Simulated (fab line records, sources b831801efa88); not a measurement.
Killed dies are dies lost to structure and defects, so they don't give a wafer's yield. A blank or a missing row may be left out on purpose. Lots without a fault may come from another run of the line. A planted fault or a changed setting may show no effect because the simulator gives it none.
fab line records | flow gf180mcu
record lots=5 wafers=23
route steps=602 shown STI@4 DNWELL@34 MVSD@74 MVPSD@81 VT_IMPLANT@92 DUAL_GATE@143 POLY_GATE@164
start_h: hours from the record's first day to the start of the lot's first wafer shown | wait_h: hours since the lot's step before | " the same as in the row above | L1.1+2: a row that stands for several wafers | - no value, or no start given | * or withheld: withheld | < > ~ a bound
route shown NAME@n: a module of which the file shows steps, and the number in the route of the first | usual: mean/standard deviation of fault-free wafers | same: alike in all rows | chamber/n: place in a boat | sites: the reading at each site | _std_site: their standard deviation | _edge_site: outer sites' mean less inner sites' | radius_mm: how far each site lies from the wafer's centre | mask NAME#n: copy n | behind: the tool/chamber that last shaped the wafer | hold: why the lot was held/for how many hours/how that ended | device: the transistor (n, p or np) that didn't switch | end of line: the same wafers' tests at the end of the route | a step without rows: its recipe alone | killed: dies lost to structure and defects at the first sort, not the wafer's yield | map: a wafer's dies, x killed, . not, _ none there
set.NAME: the setting as run; set.NAME@STEP: as run at that earlier step | model.NAME: the simulator's own value behind a step, which no gauge read
lots whose settings were changed on purpose; a table a step, a row a wafer
## steps
# step GF_STI_CVD_03
# recipe material=Si3N4 precursor=DCS/NH3 target_thk_nm=207.16 temp_c=770 time_s=3551 pressure_mtorr=250
# columns lot.wafer tool chamber start_h wait_h set.pressure_mtorr model.Si3N4_of_STI_CVD_03.thk_nm
L074.1 - - - 0.1 221.1 202.6
L074.3 " - " " 221.1 200.8
L074.4 " - " " 221.1 201.7
L074.5 " - " " 221.1 199.6
L074.6 " - " " 221.1 200.6
L076.1 - - - 0.1 277.8 215.5
L076.2 " - " " 277.8 214.6
L076.4 " - " " 277.8 213.6
L076.5 " - " " 277.8 216.7
L076.6 " - " " 277.8 214.2
L077.1 - - - 0.1 250 208
L077.2 " - " " 250 206.5
L077.3 " - " " 250 206.8
L077.4 " - " " 250 208.9
L077.5 " - " " 250 206.6
L079.1 lpcvd-02 1 36.57 0.1 250 201.5
L079.2 " 1 " " 250 205.4
L079.5 " 1 " " 250 204.5
L082.1+2 - - - 0.1 281.8 215.2
L082.4 " - " " 281.8 214.6
L082.5 " - " " 281.8 216.3
L082.6 " - " " 281.8 215.6
# step GF_STI_THK_MEAS_04
# recipe reads=Si3N4_of_STI_CVD_03
# usual STI_CVD_03_THK=206.7/2
# columns lot.wafer tool chamber start_h wait_h set.pressure_mtorr@STI_CVD_03 STI_CVD_03_THK[nm]
L074.1 film_metro-01 - - - 221.1 202.6
L074.3 " - " " 221.1 200.9
L074.4 " - " " 221.1 201.5
L074.5 " - " " 221.1 199.6
L074.6 " - " " 221.1 200.6
L076.1 film_metro-04 - - - 277.8 215.6
L076.2 " - " " 277.8 214.7
L076.4 " - " " 277.8 213.6
L076.5 " - " " 277.8 216.6
L076.6 " - " " 277.8 214.1
L077.1 film_metro-04 - - - 250 208.2
L077.2 " - " " 250 206.6
L077.3 " - " " 250 206.6
L077.4 " - " " 250 208.8
L077.5 " - " " 250 206.8
L079.1 film_metro-01 - 38.56 0.0 250 201.5
L079.2 " - " " 250 205.3
L079.5 " - " " 250 204.7
L082.1 film_metro-01 - - - 281.8 215.3
L082.2 " - " " 281.8 215.2
L082.4 " - " " 281.8 214.6
L082.5 " - " " 281.8 216.5
L082.6 " - " " 281.8 215.7
# step GF_DNWELL_COAT_02
# recipe spin_rpm=2000 resist_thk_nm=3000
# columns lot.wafer tool chamber start_h wait_h set.spin_rpm model.coat_of_DNWELL_COAT_02.thk_nm
L074.1 litho_track-03 0 36.20 0.1 2000 3005
L074.3 " 0 " " 2000 3011
L074.4 " 0 " " 2000 2999
L074.5 " 0 " " 2000 3007
L074.6 " 0 " " 2000 3009
L076.1 litho_track-03 0 45.50 0.1 2000 3006
L076.2 " 0 " " 1897 3091
L076.4 " 0 " " 1897 3086
L076.5 " 0 " " 2000 3000
L076.6 " 0 " " 1897 3085
L077.1 litho_track-03 0 52.40 0.1 2042 2974
L077.2 " 0 " " 2000 3017
L077.3 " 0 " " 2042 2976
L077.4 " 0 " " 2000 3012
L077.5 " 0 " " 2000 3011
L079.1 litho_track-03 0 61.65 0.1 2000 3013
L079.2 " 0 " " 2000 3005
L079.5 " 0 " " 2000 3009
L082.1 litho_track-04 0 78.46 0.1 2000 3000
L082.2+5 " 0 " " 1944 3038
L082.4 " 0 " " 2000 2999
L082.6 " 0 " " 1944 3049
# step GF_DNWELL_SOFTBAKE_03
# recipe temp_c=110 time_s=withheld
# step GF_DNWELL_EXPOSE_04
# recipe mask_id=DNWELL target_cd_nm=1700 na=0.6 source_shape=conventional sigma_outer=0.6 dose_mj=260
# step GF_DNWELL_DEVELOP_06
# recipe wall_angle_deg=90 develop_time_s=60 dev_temp_c=23
# step GF_DNWELL_IMPLANT_07
# recipe species=P energy_kev=1487 dose_cm2=1e+13 tilt_deg=0
# step GF_DNWELL_STRIP_08
# recipe chemistry=O2/N2 power_w=1400 pressure_mtorr=1500 platen_temp_c=250 o2_flow_sccm=3000 n2_flow_sccm=300 overash_fraction=0.5
# usual strip_time_to_endpoint_s=36.99/0.1
# columns lot.wafer tool chamber start_h wait_h set.spin_rpm@DNWELL_COAT_02 strip_time_to_endpoint_s
L074.1 plasma_asher-04 1 43.16 0.1 2000 37.01
L074.3 " 0 " " 2000 37.08
L074.4 " 1 " " 2000 36.92
L074.5 " 0 " " 2000 37.05
L074.6 " 1 " " 2000 37.06
L076.1 plasma_asher-04 0 52.25 0.1 2000 37.02
L076.2 " 1 " " 1897 37.98
L076.4 " 1 " " 1897 37.94
L076.5 " 1 " " 2000 36.95
L076.6 " 0 " " 1897 37.91
L077.1 plasma_asher-02 1 59.60 0.1 2042 36.65
L077.2 " 0 " " 2000 37.16
L077.3 " 0 " " 2042 36.67
L077.4 " 1 " " 2000 37.09
L077.5 " 0 " " 2000 37.09
L079.1 plasma_asher-02 1 68.16 0.1 2000 37.11
L079.2 " 0 " " 2000 37.01
L079.5 " 1 " " 2000 37.07
L082.1 plasma_asher-04 0 84.94 0.1 2000 36.95
L082.2 " 1 " " 1944 37.38
L082.4 " 1 " " 2000 36.93
L082.5 " 0 " " 1944 37.40
L082.6 " 1 " " 1944 37.54
# step GF_MVSD_IMPLANT_08
# recipe species=P energy_kev=400 dose_cm2=1.6e+13 tilt_deg=0
# columns lot.wafer tool chamber start_h wait_h set.energy_kev model.implant.rp_nm model.implant.drp_nm
L074.1+3+6 implanter-04 0 83.31 0.0 400 492.2 116.9
L074.4+5 " 0 " " 371.4 460.5 112.2
L076.1+4+6 implanter-01 0 92.93 0.0 369.3 463.8 111.9
L076.2+5 " 0 " " 400 498.3 116.9
L077.1+2+3 implanter-04 0 100.18 0.0 400 494.3 116.9
L077.4+5 " 0 " " 364.7 454.9 111.1
L079.1+2+5 implanter-02 0 109.06 0.0 400 498.3 116.9
L082.1+2+4+5+6 implanter-04 0 126.20 0.0 400 497.7 116.9
# step GF_MVPSD_SOFTBAKE_03
# recipe temp_c=110 time_s=withheld
# columns lot.wafer tool chamber start_h wait_h set.temp_c
L074.1+5+6 litho_track-01 0 90.09 0.1 111.9
L074.3+4 " 0 " " 110
L076.1+2+5 litho_track-04 0 99.36 0.1 110
L076.4+6 " 0 " " 108.5
L077.1+4 litho_track-04 0 107.41 0.1 110
L077.2+3+5 " 0 " " 113.4
L079.1+2+5 litho_track-01 0 116.04 0.1 110
L082.1+4 litho_track-04 0 133.36 0.1 113.7
L082.2+5+6 " 0 " " 110
# step GF_MVPSD_EXPOSE_04
# recipe mask_id=MVPSD target_cd_nm=1000 na=0.6 source_shape=conventional sigma_outer=0.6 dose_mj=260
# step GF_MVPSD_PEB_05
# recipe temp_c=115 time_s=withheld
# step GF_MVPSD_IMPLANT_08
# recipe species=B energy_kev=170 dose_cm2=1.5e+13 tilt_deg=0
# step GF_MVPSD_IMPLANT_09
# recipe species=B energy_kev=40 dose_cm2=5e+12 tilt_deg=0
# step GF_MVPSD_STRIP_10
# recipe chemistry=O2/N2 power_w=1400 pressure_mtorr=1500 platen_temp_c=250 o2_flow_sccm=3000 n2_flow_sccm=300 overash_fraction=0.5
# usual strip_time_to_endpoint_s=36.68/0.13
# columns lot.wafer tool chamber start_h wait_h set.temp_c@MVPSD_SOFTBAKE_03 strip_time_to_endpoint_s
L074.1 plasma_asher-04 1 96.75 0.1 111.9 36.57
L074.3 " 0 " " 110 36.83
L074.4 " 1 " " 110 36.83
L074.5 " 0 " " 111.9 36.62
L074.6 " 1 " " 111.9 36.67
L076.1 plasma_asher-04 1 106.60 0.1 110 36.53
L076.2 " 0 " " 110 36.61
L076.4 " 1 " " 108.5 36.62
L076.5 " 1 " " 110 36.57
L076.6 " 0 " " 108.5 36.78
L077.1 plasma_asher-04 0 114.15 0.1 110 36.85
L077.2 " 1 " " 113.4 36.49
L077.3 " 0 " " 113.4 36.39
L077.4 " 1 " " 110 36.72
L077.5 " 1 " " 113.4 36.56
L079.1 plasma_asher-01 1 123.93 0.1 110 36.85
L079.2 " 0 " " 110 36.73
L079.5 " 0 " " 110 36.84
L082.1 plasma_asher-04 1 141.55 0.1 113.7 36.17
L082.2 " 0 " " 110 36.40
L082.4 " 1 " " 113.7 36.24
L082.5 " 0 " " 110 36.55
L082.6 " 1 " " 110 36.62
# step GF_VT_IMPLANT_COAT_02
# recipe resist=NOVOLAK spin_rpm=3000 resist_thk_nm=1000
# columns lot.wafer tool chamber start_h wait_h set.spin_rpm model.NOVOLAK_of_VT_IMPLANT_COAT_02.thk_nm
L074.1 litho_track-02 0 103.33 0.1 3168 974.8
L074.3 " 0 " " 3000 1001
L074.4 " 0 " " 3000 998.7
L074.5 " 0 " " 3000 1002
L074.6 " 0 " " 3168 973.1
L076.1 litho_track-03 0 112.80 0.1 3000 1008
L076.2+4 " 0 " " 3000 1007
L076.5 " 0 " " 3000 1009
L076.6 " 0 " " 3000 1006
L077.1 litho_track-02 0 120.88 0.1 3000 995.3
L077.2 " 0 " " 3000 995.4
L077.3 " 0 " " 3000 996.8
L077.4 " 0 " " 3000 995.8
L077.5 " 0 " " 3000 994.7
L079.1 litho_track-03 0 131.00 0.1 3000 1001
L079.2+5 " 0 " " 3000 1003
L082.1 litho_track-03 0 148.85 0.1 2893 1017
L082.2 " 0 " " 3000 995.4
L082.4 " 0 " " 2893 1018
L082.5 " 0 " " 2893 1013
L082.6 " 0 " " 3000 1000
# step GF_VT_IMPLANT_SOFTBAKE_03
# recipe temp_c=90 time_s=60 resist=NOVOLAK
# step GF_VT_IMPLANT_EXPOSE_04
# recipe mask_id=LVPWELL_LV_AREA target_cd_nm=600 na=0.6 source_shape=conventional sigma_outer=0.6 dose_mj=140
# step GF_VT_IMPLANT_IMPLANT_08
# recipe species=BF2 energy_kev=20 dose_cm2=8.29e+12 tilt_deg=7
# step GF_VT_IMPLANT_STRIP_09
# recipe chemistry=O2/N2 power_w=1400 pressure_mtorr=1500 platen_temp_c=250 o2_flow_sccm=3000 n2_flow_sccm=300 overash_fraction=0.5
# usual strip_time_to_endpoint_s=12.62/0.04
# columns lot.wafer tool chamber start_h wait_h set.spin_rpm@VT_IMPLANT_COAT_02 strip_time_to_endpoint_s
L074.1 plasma_asher-02 1 110.38 0.1 3168 12.34
L074.3 " 0 " " 3000 12.64
L074.4 " 1 " " 3000 12.61
L074.5 " 1 " " 3000 12.65
L074.6 " 0 " " 3168 12.35
L076.1 plasma_asher-02 0 119.83 0.1 3000 12.72
L076.2 " 1 " " 3000 12.70
L076.4 " 0 " " 3000 12.70
L076.5 " 1 " " 3000 12.72
L076.6 " 0 " " 3000 12.68
L077.1 plasma_asher-02 1 128.68 0.1 3000 12.57
L077.2 " 0 " " 3000 12.57
L077.3 " 0 " " 3000 12.58
L077.4 " 1 " " 3000 12.57
L077.5 " 1 " " 3000 12.56
L079.1 plasma_asher-03 1 138.71 0.1 3000 12.65
L079.2 " 0 " " 3000 12.67
L079.5 " 1 " " 3000 12.68
L082.1 plasma_asher-01 1 156.91 0.1 2893 12.83
L082.2 " 0 " " 3000 12.56
L082.4 " 1 " " 2893 12.83
L082.5 " 0 " " 2893 12.78
L082.6 " 1 " " 3000 12.64
# step GF_VT_IMPLANT_IMPLANT_41
# recipe species=As energy_kev=70 dose_cm2=1.013e+12 tilt_deg=7
# columns lot.wafer tool chamber start_h wait_h set.energy_kev model.implant.drp_nm
L074.1+4 implanter-03 0 156.40 0.0 67.08 17.59
L074.3+5+6 " 0 " " 70 18.17
L076.1+5 implanter-02 0 165.50 0.0 70 18.17
L076.2+4+6 " 0 " " 72.57 18.69
L077.1+5 implanter-03 0 175.63 0.0 66.96 17.56
L077.2+3+4 " 0 " " 70 18.17
L079.1+2+5 implanter-02 0 187.65 0.0 70 18.17
L082.1+4+6 implanter-03 0 207.86 0.0 72.94 18.76
L082.2+5 " 0 " " 70 18.17
# step GF_DUAL_GATE_OXIDATION_02
# recipe temp_c=900 ambient=O2 stabilise_s=600 purge_s=300 target_thk_a=108.87 ox_time_s=1602
# columns lot.wafer tool chamber start_h wait_h set.temp_c model.SiO2_of_DUAL_GATE_OXIDATION_02.thk_nm
L074.1 - - - 0.0 907.8 12.13
L074.3 " - " " 907.8 12.09
L074.4 " - " " 907.8 11.7
L074.5 " - " " 907.8 11.86
L074.6 " - " " 907.8 11.95
L076.1 - - - 0.0 900 11.15
L076.2+6 " - " " 900 11.1
L076.4 " - " " 900 11.19
L076.5 " - " " 900 11.09
L077.1 - - - 0.4 900 10.73
L077.2 " - " " 900 10.71
L077.3+5 " - " " 900 10.8
L077.4 " - " " 900 10.92
L079.1 furnace-01 0 189.79 1.0 900 11.04
L079.2 " 0 " " 900 11.01
L079.5 " 0 " " 900 11.03
L082.1+4 - - - 0.7 893.1 10.15
L082.2 " - " " 893.1 10.01
L082.5 " - " " 893.1 9.936
L082.6 " - " " 893.1 10.09
# step GF_DUAL_GATE_THK_MEAS_03
# recipe reads=SiO2_of_DUAL_GATE_OXIDATION_02
# usual DUAL_GATE_OXIDATION_00_THK=10.96/0.26
# columns lot.wafer tool chamber start_h wait_h set.temp_c@DUAL_GATE_OXIDATION_02 DUAL_GATE_OXIDATION_00_THK[nm]
L074.1 film_metro-03 - - - 907.8 12.17
L074.3 " - " " 907.8 12.08
L074.4 " - " " 907.8 11.70
L074.5 " - " " 907.8 11.85
L074.6 " - " " 907.8 11.97
L076.1 film_metro-01 - - - 900 11.10
L076.2 " - " " 900 11.08
L076.4 " - " " 900 11.20
L076.5 " - " " 900 11.14
L076.6 " - " " 900 11.11
L077.1 film_metro-01 - - - 900 10.73
L077.2 " - " " 900 10.67
L077.3 " - " " 900 10.82
L077.4 " - " " 900 10.90
L077.5 " - " " 900 10.80
L079.1 film_metro-01 - 191.23 0.0 900 11.03
L079.2 " - " " 900 11.01
L079.5 " - " " 900 11.01
L082.1 film_metro-03 - - - 893.1 10.13
L082.2 " - " " 893.1 10.04
L082.4 " - " " 893.1 10.15
L082.5 " - " " 893.1 9.94
L082.6 " - " " 893.1 10.05
# step GF_DUAL_GATE_DEVELOP_10
# recipe develop_time_s=60 dev_temp_c=23
# columns lot.wafer tool chamber start_h wait_h set.dev_temp_c
L074.1+5+6 litho_track-02 0 175.17 0.1 21.51
L074.3+4 " 0 " " 23
L076.1+4 litho_track-03 0 184.50 0.1 19.88
L076.2+5+6 " 0 " " 23
L077.1+2+5 litho_track-03 0 195.55 0.1 23
L077.3+4 " 0 " " 20.64
L079.1+2+5 litho_track-03 0 208.25 0.1 23
L082.1+2+5 litho_track-02 0 228.37 0.1 25.86
L082.4+6 " 0 " " 23
# step GF_DUAL_GATE_WET_ETCH_12
# recipe chemistry=dHF target_depth_nm=13 dry=n2_spin target=SiO2 temp_c=25 dilution=100:1 time_s=260
# step GF_DUAL_GATE_STRIP_13
# recipe chemistry=O2/N2 power_w=1400 pressure_mtorr=1500 platen_temp_c=250 o2_flow_sccm=3000 n2_flow_sccm=300 overash_fraction=0.5
# step GF_DUAL_GATE_CLEAN_14
# recipe chemistry=SC1/SC2 mix=1:4:20 temp_c=70 time_s=150 dry=n2_spin
# step GF_DUAL_GATE_OXIDATION_15
# recipe temp_c=850 ambient=O2 stabilise_s=600 purge_s=300 target_thk_a=70.98 ox_time_s=1995
# columns lot.wafer tool chamber start_h wait_h set.temp_c@DUAL_GATE_OXIDATION_02 model.SiO2_of_DUAL_GATE_OXIDATION_02.thk_nm
L074.1 furnace-02 0 175.62 0.0 907.8 15.56
L074.3 " 0 " " 907.8 15.58
L074.4 " 0 " " 907.8 15.19
L074.5 " 0 " " 907.8 15.37
L074.6 " 0 " " 907.8 15.44
L076.1 furnace-01 0 184.92 0.0 900 14.8
L076.2+5+6 " 0 " " 900 14.72
L076.4 " 0 " " 900 14.79
L077.1 furnace-01 0 197.73 1.8 900 14.47
L077.2 " 0 " " 900 14.39
L077.3 " 0 " " 900 14.54
L077.4 " 0 " " 900 14.67
L077.5 " 0 " " 900 14.55
L079.1 furnace-01 0 208.67 0.0 900 14.64
L079.2 " 0 " " 900 14.63
L079.5 " 0 " " 900 14.69
L082.1 furnace-02 0 228.79 0.0 893.1 13.87
L082.2 " 0 " " 893.1 13.8
L082.4 " 0 " " 893.1 13.93
L082.5 " 0 " " 893.1 13.7
L082.6 " 0 " " 893.1 13.83
# step GF_POLY_GATE_EXPOSE_07
# recipe mask_id=Poly2 target_cd_nm=280 na=0.68 source_shape=conventional sigma_outer=0.6 dose_mj=28
# columns lot.wafer tool chamber start_h wait_h mask set.dose_mj
L074.1+3 krf_scanner-02 0 - - Poly2#0 29.24
L074.4+5+6 " 0 " " Poly2#0 28
L076.1+2+4+5+6 krf_scanner-02 0 - - Poly2#0 28
L077.1+4+5 krf_scanner-01 0 - - Poly2#0 28
L077.2+3 " 0 " " Poly2#0 28.6
L079.1+2+5 krf_scanner-01 0 - - Poly2#0 28
L082.1+4+5 krf_scanner-02 0 - - Poly2#0 28
L082.2+6 " 0 " " Poly2#0 26.12
# step GF_POLY_GATE_PEB_08
# recipe peb_temp_c=135 peb_time_s=90 resist=KrF
# step GF_POLY_GATE_DEVELOP_09
# recipe develop_time_s=60 resist=KrF dev_temp_c=21
# step GF_POLY_GATE_CD_MEAS_10
# recipe target_cd_nm=280
# usual cd_nm=280.0/1.7
# columns lot.wafer tool chamber start_h wait_h set.dose_mj@POLY_GATE_EXPOSE_07 cd_nm
L074.1 cd_sem-02 - 195.99 0.1 29.24 277.2
L074.3 " - " " 29.24 276.3
L074.4 " - " " 28 283.6
L074.5 " - " " 28 282.9
L074.6 " - " " 28 282.7
L076.1 cd_sem-01 - 205.32 0.1 28 278.3
L076.2 " - " " 28 279.1
L076.4 " - " " 28 279.4
L076.5 " - " " 28 278.8
L076.6 " - " " 28 279.8
L077.1 cd_sem-02 - 218.87 0.1 28 281.3
L077.2 " - " " 28.6 278.0
L077.3 " - " " 28.6 276.5
L077.4 " - " " 28 279.5
L077.5 " - " " 28 279.4
L079.1 cd_sem-01 - 229.77 0.1 28 281.2
L079.2 " - " " 28 280.2
L079.5 " - " " 28 279.4
L082.1 cd_sem-02 - 250.16 0.1 28 279.6
L082.2 " - " " 26.12 289.3
L082.4 " - " " 28 278.6
L082.5 " - " " 28 279.6
L082.6 " - " " 26.12 289.6
## key
split step=GF_STI_CVD_03 setting=pressure_mtorr stated=250 by=lot
response step=GF_STI_CVD_03 reading=model.Si3N4_of_STI_CVD_03.thk_nm change=+0.622 per=1% r=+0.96
response step=GF_STI_THK_MEAS_04 reading=STI_CVD_03_THK change=+0.624 per=1% r=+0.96
split step=GF_DNWELL_COAT_02 setting=spin_rpm stated=2000 by=wafer
response step=GF_DNWELL_COAT_02 reading=model.coat_of_DNWELL_COAT_02.thk_nm change=-16.4 per=1% r=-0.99
response step=GF_DNWELL_STRIP_08 reading=strip_time_to_endpoint_s change=* per=1% r=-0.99
split step=GF_MVSD_IMPLANT_08 setting=energy_kev stated=400 by=wafer
response step=GF_MVSD_IMPLANT_08 reading=model.implant.rp_nm change=+4.46 per=1% r=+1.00
response step=GF_MVSD_IMPLANT_08 reading=model.implant.drp_nm change=+0.655 per=1% r=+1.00
split step=GF_MVPSD_SOFTBAKE_03 setting=temp_c stated=110 by=wafer
response step=GF_MVPSD_STRIP_10 reading=strip_time_to_endpoint_s change=* per=1% r=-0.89
split step=GF_VT_IMPLANT_COAT_02 setting=spin_rpm stated=3000 by=wafer
response step=GF_VT_IMPLANT_COAT_02 reading=model.NOVOLAK_of_VT_IMPLANT_COAT_02.thk_nm change=-4.84 per=1% r=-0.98
response step=GF_VT_IMPLANT_STRIP_09 reading=strip_time_to_endpoint_s change=* per=1% r=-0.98
split step=GF_VT_IMPLANT_IMPLANT_41 setting=energy_kev stated=70 by=wafer
response step=GF_VT_IMPLANT_IMPLANT_41 reading=model.implant.drp_nm change=+0.14 per=1% r=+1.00
split step=GF_DUAL_GATE_OXIDATION_02 setting=temp_c stated=900 by=lot
response step=GF_DUAL_GATE_OXIDATION_02 reading=model.SiO2_of_DUAL_GATE_OXIDATION_02.thk_nm change=+1.15 per=1% r=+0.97
response step=GF_DUAL_GATE_THK_MEAS_03 reading=DUAL_GATE_OXIDATION_00_THK change=+1.16 per=1% r=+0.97
response step=GF_DUAL_GATE_OXIDATION_15 reading=model.SiO2_of_DUAL_GATE_OXIDATION_02.thk_nm change=+0.978 per=1% r=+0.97
split step=GF_DUAL_GATE_DEVELOP_10 setting=dev_temp_c stated=23 by=wafer
response none clear
split step=GF_POLY_GATE_EXPOSE_07 setting=dose_mj stated=28 by=wafer
response step=GF_POLY_GATE_CD_MEAS_10 reading=cd_nm change=-1.47 per=1% r=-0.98
